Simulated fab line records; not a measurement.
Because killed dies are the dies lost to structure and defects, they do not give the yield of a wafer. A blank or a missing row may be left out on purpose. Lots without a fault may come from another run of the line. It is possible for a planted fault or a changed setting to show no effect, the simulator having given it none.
A lot that was struck, set against a sound lot + flow sky130 + 15 out of 708 route steps
Sound: these wafers, L906.3, L906.4, L906.6. Wafers L918.1, L918.4, L918.5 were the ones struck. At the end, the cause is stated.
Order at every step that has rows: each side's tool, ch and its chambers, its first start. Under that, the readings that differ: sound wafers + struck wafers + difference of the means + sigmas: that difference in standard deviations of wafers without a fault.
alike: readings with means less than 2 such deviations apart, plus words and numbers identical on both sides. not compared: withheld readings, readings lacking a value on some wafer, bounds such as >300 that could conceal the same value, and numbers that have no deviation in the record and whose values overlap.
Wherever a step has rows on one side only, a row that says differs or no value, or a row with sigmas, the two part there. Numbers that don't overlap but have no deviation are shown without sigmas and don't part them. A reading that every wafer of one side lacks parts them only if that side has two wafers or more.

SKY_NWELL_RS_MEAS_29: measurement is done with a four-point probe.
  sound on filmMetro-02, day 7 05:30; struck on filmMetro-03, day 10 01:15
  alike: NWELL_RS
SKY_NWELL_RS_MEAS_31: measurement is done with a four-point probe.
  sound on filmMetro-02, day 7 05:44; struck on filmMetro-03, day 10 01:29
  alike: PWDE_RS
then, 7 steps without rows for these wafers: SKY_VT_ADJUST_HVTP_DEHYDRATE_00 (time 60 s); SKY_VT_ADJUST_HVTP_HMDS_01 (prime time 60 s); SKY_VT_ADJUST_HVTP_COAT_02 (resist thk 1140 nm); SKY_VT_ADJUST_HVTP_SOFTBAKE_03 (time 60 s); SKY_VT_ADJUST_HVTP_EXPOSE_04 (exposes mask HVTPM, target cd 380 nm); SKY_VT_ADJUST_HVTP_PEB_05; SKY_VT_ADJUST_HVTP_DEVELOP_06 (develop time 60 s).
SKY_VT_ADJUST_HVTP_CD_MEAS_07: target cd 380 nm.
  sound on cdSem-02, day 8 01:11; struck on cdSem-01, day 11 00:25
  alike: cdNm
SKY_VT_ADJUST_HVTP_OVL_MEAS_08:
  sound on overlay-01, day 8 01:17; struck on overlay-02, day 11 00:32
  alike: VT_ADJUST_HVTP_OVL
SKY_VT_ADJUST_HVTP_IMPLANT_09:
  sound on implanter-04 ch 0, day 8 01:21; struck on implanter-04 ch 0, day 11 00:34
| reading          | sound                       | struck                      | difference | sigmas      |
|------------------|-----------------------------|-----------------------------|------------|-------------|
| doseIonsCm2      | 4.3e+12 4.302e+12 4.298e+12 | 2.903e+12 2.9e+12 2.898e+12 | -1.400e+12 | -99 or more |
| faradayCurrentUA | 24.1 25.5 24.2              | 16.4 16.3 16.4              | -8.2       | -16         |
SKY_VT_ADJUST_HVTP_STRIP_10: strips in O2/N2.
  sound on plasmaAsher-04 ch 0,1, day 8 01:29; struck on plasmaAsher-03 ch 0,1, day 11 00:43
  alike: drypumpMotorCurrentA, oesProductAu, stripTimeToEndpointS
  not compared: rfHoursCounterH
SKY_VT_ADJUST_HVTP_TW_MEAS_11:
  sound on filmMetro-02, day 8 01:34; struck on filmMetro-04, day 11 01:02
| reading           | sound          | struck         | difference | sigmas |
|-------------------|----------------|----------------|------------|--------|
| VT_ADJUST_HVTP_TW | 1380 1381 1381 | 1198 1198 1197 | -183       | -10    |
  not compared: hold
-- record jumps: 39 days separate the struck wafers' starts on either side; left off in module VT_ADJUST_HVTP, taken up again in module PAD_OPEN, whose first shown step is the route's number 708 --
SKY_PAD_OPEN_PROBE_99:
  sound on prober-01, day 47 19:07; struck on prober-01, day 50 01:58
| reading                               | sound               | struck                                                                  | difference                   | sigmas |
|---------------------------------------|---------------------|-------------------------------------------------------------------------|------------------------------|--------|
| hold                                  | - - -               | awaitDispo/2.4h/release awaitDispo/2.4h/release awaitDispo/2.4h/release | no value on the sound wafers |        |
| killed_at_M4_up                       | 2 3 1               | 6 5 8                                                                   | +4                           | +2     |
| model.etest.tipP.rsOhmSq              | 6945 6998 6952      | 5935 5922 5930                                                          | -1036                        |        |
| model.etest.pfet_01v8.rOnOhmUm        | 2998 2940 2958      | 2580 2605 2544                                                          | -389                         |        |
| model.etest.pfet_01v8.driveUaUm       | 186.9 190.4 187.4   | 236.5 235.2 242.3                                                       | +49.8                        |        |
| model.etest.pfet_01v8_mvt.driveUaUm   | 145.9 147.7 145.8   | 196.7 196.2 201                                                         | +51.5                        |        |
| model.etest.pfet_01v8_hvt.driveUaUm   | 138.4 140 139.5     | 170.1 170 175.9                                                         | +32.7                        |        |
| model.etest.sramPfetLatch.driveUaUm   | 135.7 143.5 142.5   | 163.7 167.2 175                                                         | +28.1                        |        |
| model.etest.pfet_01v8_mvt.offLog10AUm | -11.24 -11.09 -11.2 | -6.33 -6.307 -6.229                                                     | +4.89                        |        |
| model.etest.ring_1v8.delayPs          | 21.31 20.93 21.05   | 18.85 19.09 18.65                                                       | -2.23                        |        |
  alike: killed_at_M0_to_M3, killedAtContacts, killedAtFrontEnd, killedAtOther, killedDies, killedOpen, killedShort

== WHERE THEY PART ==
Last at SKY_PAD_OPEN_PROBE_99 as far as this record goes, first at SKY_VT_ADJUST_HVTP_IMPLANT_09.

WHY: the cause the simulator had injected
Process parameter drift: implanter-04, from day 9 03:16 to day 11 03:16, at SKY_VT_ADJUST_HVTP_IMPLANT_09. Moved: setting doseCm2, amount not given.
